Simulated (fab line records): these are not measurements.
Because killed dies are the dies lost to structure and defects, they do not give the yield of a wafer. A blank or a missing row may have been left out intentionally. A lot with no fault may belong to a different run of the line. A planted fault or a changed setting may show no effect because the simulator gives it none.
2 desks looking at one fault ; flow gf180mcu ; every desk sees just its own numbers, and what lay behind them comes last

## FOR THE TOOL OWNER'S DESK: implanter-04
For each lot that ran on this tool, the mean over its sampled wafers that have a number, from the tool's own readings at GF_MVSD_IMPLANT_09. Marked OUT: a lot whose mean sits more than 4 standard deviations from the usual mean, which makes it out of limits; the brackets give that distance.
Columns: A = beam_energy_keV at GF_MVSD_IMPLANT_09, usual 99.99; B = dose_ions_cm2 at GF_MVSD_IMPLANT_09, usual 4.999e+12; C = faraday_current_uA at GF_MVSD_IMPLANT_09, usual 28.2
lot;first seen here;A;B;C
L606;day 5 15:01;99.97;4.998e+12;28.3
L609;day 6 08:22;100.01;5.005e+12;28.2
L611;day 6 19:58;100.06;2.098e+12 (-99 or more) OUT;11.9 (-31) OUT
L612;day 7 03:18;99.99;2.098e+12 (-99 or more) OUT;11.7 (-32) OUT
This desk finds L611, L612 out of limits, L611 being first, at day 6 19:58 (dose_ions_cm2 at GF_MVSD_IMPLANT_09). Within limits: L606, L609.

## FROM THE METROLOGY DESK
What the gauges read, lot by lot, whatever tool the lot ran on: means of the sampled wafers that have a number. Marked OUT: a lot whose mean sits more than 4 standard deviations from the usual mean, which makes it out of limits; the brackets give that distance.
Columns: A = STI_CVD_23_THK at GF_STI_THK_MEAS_24, usual 651 nm; B = STI_OXIDATION_02_THK at GF_STI_THK_MEAS_30, usual 10.05 nm; C = MVSD_TW at GF_MVSD_TW_MEAS_11, usual 1582; D = MVSD_RS at GF_VT_IMPLANT_RS_MEAS_46, usual 456.8 ohm/sq
lot;first seen here;A;B;C;D
L602;day 2 08:43;644;9.94;1566;456.3
L604;day 2 18:56;649;9.59;1593;456.1
L605;day 3 00:29;644;9.92;1566;455.5
L606;day 3 04:44;646;9.79;1568;458.3
L609;day 3 21:07;645;10.20;1575;455.6
L611;day 4 07:05;651;9.91;1534;512.2 (+40) OUT
L612;day 4 12:17;646;9.83;1529 (-4.1) OUT;513.0 (+40) OUT
L614;day 4 22:22;654;10.21;1590;456.7
L618;day 5 19:11;653;10.21;1598;454.7
L620;day 6 06:25;661;10.39;1598;458.1
L623;day 6 20:47;650;10.00;1592;456.5
L624;day 7 06:32;656;10.24;1594;457.6
Finding of this desk: L611, L612 out of limits, first seen on L612 at day 7 03:32 (MVSD_TW at GF_MVSD_TW_MEAS_11). Within limits: L602, L604, L605, L606, L609, L614, L618, L620, L623, L624.

## ALL TOGETHER
On L611, L612, at day 6 19:58, an alarm was possible from the tool owner's desk.
An alarm was possible from the metrology desk at day 7 03:32, on L611, L612.
All the named lots went through GF_MVSD_IMPLANT_09 on implanter-04.

## WHAT HAD BEEN PUT IN BY THE SIMULATOR
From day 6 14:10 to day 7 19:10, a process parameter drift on implanter-04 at GF_MVSD_IMPLANT_09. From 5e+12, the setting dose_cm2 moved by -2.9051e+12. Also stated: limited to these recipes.
Lots struck among those shown: L611, L612.
Delay (hours) between the fault's onset and each desk's first out-of-limits reading: 6 at the tool owner's desk, 13 at the metrology desk.
